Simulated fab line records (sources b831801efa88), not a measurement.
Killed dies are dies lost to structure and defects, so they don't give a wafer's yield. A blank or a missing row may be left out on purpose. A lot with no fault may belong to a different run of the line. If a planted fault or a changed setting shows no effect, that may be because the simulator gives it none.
Problem report in the 8D (eight disciplines) form, filled by code / flow sky130 / the parts of the form that need people (team, actions taken, sign-off) are left out

## 1. THE PROBLEM
rotation_deg at SKY_LDD_N_IMPLANT_13 reads a mean of 219.892 degrees on 9 wafers of 3 lots; wafers without a fault read 90.002 degrees with a standard deviation of 0.024. So: +99 or more standard deviations from the usual mean.
First observed at day 21 17:54: wafer L723.2, on implanter-01. The record holds 21 wafers of 7 lots with a number at this step. Rule for "out", or "out of limits": more than 4 standard deviations from the usual mean. The other wafers with a number count as sound.

## 2. WHAT IT IS AND WHAT IT IS NOT
question=which readings at this step | is=rotation_deg | is not=-
question=which lots | is=L723, L724, L726 | is not=L715, L732, L734, L735
question=which wafers of those lots | is=all that have a number | is not=-
question=read on which tools | is=implanter-01 | is not=implanter-02
question=when | is=from day 21 17:54 | is not=up to then (3 sound wafers); but 9 sound wafers of L732, L734, L735 came after

## 3. WHAT RULES OUT EACH SUSPECT
Counting: a tool stays on the suspect list if, at a process step up to the reading, it processed all lots that are out and no sound lot following the first of them.
- implanter-01 at SKY_LDD_N_IMPLANT_13: ruled out as a lasting fault. The sound lots L734 went through it after L723, its earliest lot that is out (day 21 17:54).
Left after counting: nothing in the record.

## 4. THE CAUSE (what the simulator had put in)
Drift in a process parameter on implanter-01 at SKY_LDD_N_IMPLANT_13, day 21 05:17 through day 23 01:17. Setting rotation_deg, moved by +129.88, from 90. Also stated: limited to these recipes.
Counting ruled it out, wrongly.

## 5. THE EFFECT CHAIN, in route order
Rows list readings where the struck wafers' mean (over those with a number) sits beyond 3 standard deviations from the usual. Readings are gone through only where the record gives a usual standard deviation; hours: the median, over the lots, of the time from a lot's start at the first step in this table giving one to that lot's start at this step; sigmas: the change measured in usual standard deviations.
hours=0; step=SKY_LDD_N_IMPLANT_13; reading=rotation_deg; usual=90.002 degrees; on struck wafers=219.892; change=+129.890; sigmas=+99 or more
Its process steps:
- SKY_LDD_N_IMPLANT_13

## 6. HOW IT WOULD HAVE BEEN CAUGHT EARLIER
First out-of-limits reading in this record: day 21 17:54, which is 13 hours after fault onset at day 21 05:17.
